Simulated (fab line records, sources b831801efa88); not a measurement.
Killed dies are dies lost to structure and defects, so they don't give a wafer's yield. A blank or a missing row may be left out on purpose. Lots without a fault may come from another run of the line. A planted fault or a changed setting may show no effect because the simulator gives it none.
A struck lot beside a sound one | flow sky130 | 14 steps out of a route of 708
Sound: wafers L868.1, L868.5, L868.6. Struck: wafers L877.3, L877.4, L877.5. The cause comes at the end.
At each step with rows: each side's tool, then ch and its chambers, then its first start. Under that, the readings that differ: sound wafers | struck wafers | difference of the means | sigmas: that difference in standard deviations of wafers without a fault.
alike: readings whose means differ by less than 2 such deviations, and words and numbers that are the same on both sides. not compared: withheld readings, readings that some wafer has no value for, bounds like >300 that may hide the same value, and numbers for which the record gives no deviation and whose values overlap.
The two part at a step that has a row with sigmas, a row that says differs or no value, or rows on one side only. Numbers that don't overlap but have no deviation are shown without sigmas and don't part them. A reading that every wafer of one side lacks parts them only if that side has two wafers or more.

SKY_NWELL_OVL_MEAS_23:
  sound on overlay-01, day 5 20:08; struck on overlay-02, day 8 08:29
  alike: NWELL_01_OVL
then, 1 step without rows for these wafers: SKY_NWELL_IMPLANT_24.
SKY_NWELL_STRIP_25: strips in O2/N2.
  sound on plasma_asher-02 ch 0,1, day 5 20:19; struck on plasma_asher-01 ch 0,1, day 8 08:42
  reading                     | sound       | struck      | difference | sigmas
  drypump_motor_current_A (A) | 5.0 4.8 5.0 | 6.0 6.2 6.2 | +1.2       | +2
  alike: oes_product_au, strip_time_to_endpoint_s
  not compared: rf_hours_counter_h
SKY_NWELL_TW_MEAS_26:
  sound on film_metro-04, day 5 20:25; struck on film_metro-02, day 8 08:47
  alike: NWELL_2_TW
then, 1 step without rows for these wafers: SKY_NWELL_CLEAN_27 (cleans in SC1/SC2, time 150 s).
SKY_NWELL_RTA_28: time 30 s.
  sound on rtp_anneal-02 ch 0, day 5 20:32; struck on rtp_anneal-01 ch 0, day 8 08:55
  alike: lamp_power_pct, wafer_temp_C_max
SKY_NWELL_RS_MEAS_29: measures by four-point-probe.
  sound on film_metro-03, day 5 20:38; struck on film_metro-04, day 8 09:01
  alike: NWELL_RS
SKY_NWELL_RS_MEAS_31: measures by four-point-probe.
  sound on film_metro-03, day 5 20:52; struck on film_metro-04, day 8 09:16
  alike: PWDE_RS
then, 3 steps without rows for these wafers: SKY_VT_ADJUST_HVTP_DEHYDRATE_00 (time 60 s); SKY_VT_ADJUST_HVTP_HMDS_01 (prime time 62.68 s); SKY_VT_ADJUST_HVTP_COAT_02 (resist thk 1140 nm).
SKY_VT_ADJUST_HVTP_SOFTBAKE_03: time 60 s.
  sound on litho_track-04 ch 0, day 6 05:56; struck on litho_track-04 ch 0, day 8 19:32
  reading          | sound             | struck            | difference | sigmas
  run_length_s (s) | 89.01 89.20 89.22 | 95.94 96.01 95.91 | +6.81      | +34
  alike: exhaust_pa, resist_line_temp_C
then, 1 step without rows for these wafers: SKY_VT_ADJUST_HVTP_EXPOSE_04 (exposes mask HVTPM, target cd 380 nm).
-- the record jumps here: 40 days lie between the struck wafers' starts before and after (it left off in module VT_ADJUST_HVTP and takes up again in module PAD_OPEN, whose first step shown is number 708 of the route) --
SKY_PAD_OPEN_PROBE_99:
  sound on prober-01, day 46 10:32; struck on prober-02, day 48 18:47
  alike: killed_at_M0_to_M3, killed_at_M4_up, killed_at_contacts, killed_at_front_end, killed_at_other, killed_dies, killed_open, killed_short

WHERE THEY PART
First at SKY_NWELL_STRIP_25; last, within this record, at SKY_VT_ADJUST_HVTP_SOFTBAKE_03. Later steps at which nothing parts them and some readings are alike: SKY_PAD_OPEN_PROBE_99.

WHY: what the simulator had put in
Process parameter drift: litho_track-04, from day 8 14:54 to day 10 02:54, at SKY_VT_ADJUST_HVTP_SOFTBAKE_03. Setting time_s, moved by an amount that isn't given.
